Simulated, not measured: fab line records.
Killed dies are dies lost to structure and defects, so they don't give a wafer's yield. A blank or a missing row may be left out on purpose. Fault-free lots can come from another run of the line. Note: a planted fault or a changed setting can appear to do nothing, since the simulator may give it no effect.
Comparing a struck lot with a sound one ; flow sky130 ; 34 steps out of a route of 708
Sound: the wafers L626.2, L626.5, L626.6. Struck: wafers L612.1, L612.2, L612.6. The cause is named last.
For every step that has rows: the tool of each side, followed by ch and its chambers, followed by its first start. Under that, the readings that differ: sound wafers ; struck wafers ; difference of the means ; sigmas: that difference in standard deviations of wafers without a fault.
alike: words and numbers the same on both sides, and readings whose means are apart by under 2 such deviations; not compared: readings that were withheld, readings missing a value for some wafer, numbers with overlapping values and no deviation given by the record, and bounds like >300 which may hide the same value.
The two part at a step that has a row with sigmas, a row that says differs or no value, or rows on one side only. Non-overlapping numbers with no deviation appear without sigmas and do not part them. A reading that every wafer of one side lacks parts them only if that side has two wafers or more.

first, 10 steps without rows for these wafers: SKY_METAL4_PEB_11; SKY_METAL4_DEVELOP_12 (develop time 60 s); SKY_METAL4_DESCUM_15 (chemistry O2, time 8 s); SKY_METAL4_ETCH_16 (etches BARC in N2/H2, stops on SiO2, time 88.2 s, target depth 60 nm); SKY_METAL4_ETCH_17 (etches SiO2 in C4F8/O2/Ar, stops on TiN, time 3.9 s, target depth 15 nm); SKY_METAL4_METAL_ETCH_18 (etches the open film in Cl2/BCl3, stops on SiO2, target depth 845 nm, time 183.1 s); SKY_METAL4_STRIP_19 (strips in O2/N2); SKY_METAL4_STRIP_20 (strips in post etch residue remover, time 1200 s); SKY_METAL4_CLEAN_21 (cleans in IPA, time 180 s); SKY_METAL4_CLEAN_22 (cleans in O3/DIW).
SKY_VIA4_HDPCVD_00: deposits SiO2, target thk 1750 nm, time 291.7 s.
  sound on hdpcvd-02 ch 0,1,2, day 46 23:28; struck on hdpcvd-02 ch 0,1,2, day 43 05:12
then, 22 steps without rows for these wafers: SKY_VIA4_CMP_02 (polishes SiO2); SKY_VIA4_DEHYDRATE_04 (time 60 s); SKY_VIA4_HMDS_05 (prime time 60 s); SKY_VIA4_COAT_06 (resist thk 1140 nm); SKY_VIA4_SOFTBAKE_07 (time 60 s); SKY_VIA4_EXPOSE_08 (exposes mask VIM4, target cd 800 nm); SKY_VIA4_PEB_09; SKY_VIA4_DEVELOP_10 (develop time 60 s); SKY_VIA4_ETCH_12 (etches SiO2 in C4F8/O2/Ar, stops on TiN, target depth 580 nm); SKY_VIA4_STRIP_13 (strips in O2/N2); SKY_VIA4_STRIP_14 (strips in post etch residue remover, time 1200 s); SKY_VIA4_CLEAN_15 (cleans in IPA, time 180 s); SKY_VIA4_CLEAN_16 (cleans in O3/DIW); SKY_VIA4_SPUTTER_17 (material TiN, target thk 20 nm, time 80 s); SKY_VIA4_CVD_18 (deposits W, target thk 505 nm, time 152.14 s); SKY_VIA4_CMP_21 (polishes, stops on SiO2, t overpolish 25 s, target thk 0 nm); SKY_METAL5_SPUTTER_00 (material Ti, target thk 15 nm, time 10 s); SKY_METAL5_SPUTTER_01 (material TiN, target thk 20 nm, time 16.7 s); SKY_METAL5_SPUTTER_02 (material AlCu, target thk 1150 nm, time 61.2 s); SKY_METAL5_SPUTTER_03 (material Ti, target thk 5 nm, time 3.3 s); SKY_METAL5_SPUTTER_04 (material TiN, target thk 70 nm, time 58.3 s); SKY_METAL5_DEHYDRATE_07 (time 60 s).
-- the record jumps here: 4 days lie between the struck wafers' starts before and after (it left off in module METAL5 and takes up again in module PAD_OPEN, whose first step shown is number 708 of the route) --
SKY_PAD_OPEN_PROBE_99:
  struck on prober-01, day 47 00:23; sound on prober-01, day 50 07:34
reading;sound;struck;difference;sigmas
hold;- - -;await_dispo/2.6h/release await_dispo/2.6h/release await_dispo/2.6h/release;no value on the sound wafers;
killed_at_M0_to_M3;56 47 52;35 46 27;-16;-2
killed_at_M4_up;5 1 6;41 40 18;+29;+16
killed_short;50 36 47;29 38 28;-13;-2
sort_bin_3_pad_short (%);2.0 0.6 0.4;2.6 1.8 1.8;+1.1;+3
  alike: defect_limited_yield, killed_at_contacts, killed_at_front_end, killed_at_other, killed_dies, killed_open, sort_bin_5_function, sort_bin_6_memory, sort_n_pass, sort_yield_pct
  not compared: model.etest.tester.sort_n_pass, model.etest.tester.sort_yield_pct, model.etest.tester.sort_bin_5_pct, model.etest.tester.sort_bin_3_pct

== WHERE THEY PART ==
At SKY_PAD_OPEN_PROBE_99 and nowhere else, as far as this record goes.

WHY: the cause the simulator had injected
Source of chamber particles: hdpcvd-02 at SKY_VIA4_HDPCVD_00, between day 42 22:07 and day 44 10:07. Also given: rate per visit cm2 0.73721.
